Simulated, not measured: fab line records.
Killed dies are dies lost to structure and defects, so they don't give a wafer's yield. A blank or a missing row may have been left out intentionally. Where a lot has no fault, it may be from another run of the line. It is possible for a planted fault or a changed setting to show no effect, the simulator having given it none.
2 desks looking at one fault    flow sky130    what lay behind the numbers comes last; until then each desk has only its own

## FOR THE TOOL OWNER'S DESK: pvd sputter-03
The tool's own readings at SKY_METAL4_SPUTTER_02 (material AlCu, target thk 735 nm, time 39.1 s): means of the sampled wafers that have a number, for each lot that ran on this tool. If a lot's mean is further than 4 standard deviations from the usual mean, the lot is out of limits and carries the mark OUT (the distance appears in the brackets).
Columns: A = chamber pressure pa at SKY_METAL4_SPUTTER_02, usual 0.4000 Pa; B = throttle valve pct at SKY_METAL4_SPUTTER_02, usual 30.7 %
lot   first seen here  A                  B
L455  day 42 17:54     0.3993             30.6
L458  day 43 11:21     0.3905 (-12) OUT   30.5
L461  day 44 08:27     0.3956 (-5.7) OUT  31.5
This desk's finding: out of limits on L458, L461; first on L458, day 43 11:21 (chamber pressure pa at SKY_METAL4_SPUTTER_02). L455: within limits.

## METROLOGY DESK
Lot by lot, what the gauges showed, no matter which tool ran the lot: averages of those sampled wafers that carry a number. If a lot's mean is further than 4 standard deviations from the usual mean, the lot is out of limits and carries the mark OUT (the distance appears in the brackets).
Columns: A = VIA3_W_RS at SKY_VIA3_RS_MEAS_22, usual 0.293 ohm/sq; B = VIA3_W_THK at SKY_VIA3_THK_MEAS_23, usual 398 nm
lot   first seen here  A      B
L449  day 40 08:58     0.290  405
L455  day 42 17:23     0.299  392
L458  day 43 10:50     0.290  408
L460  day 43 20:52     0.284  411
L461  day 44 05:44     0.291  404
L468  day 46 10:18     0.293  396
This desk's verdict: no lot among the 6 shows anything out of limits.

## BROUGHT TOGETHER
At day 43 11:21, on L458, L461, the tool owner's desk was in a position to raise an alarm.
The metrology desk saw nothing out of limits.
The metrology desk has L458, L461 on record, within its limits.
Of the lots named, all ran SKY_METAL4_SPUTTER_02 on pvd sputter-03.

## WHAT THE SIMULATOR HAD INSERTED
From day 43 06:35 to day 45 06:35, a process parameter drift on pvd sputter-03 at SKY_METAL4_SPUTTER_02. Setting chamber pressure pa shifted by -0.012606 from 0.4. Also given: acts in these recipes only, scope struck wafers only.
Struck lots among those shown: L458, L461.
Hours from the fault's start to each desk's first reading out of limits: the tool owner's desk, 5.
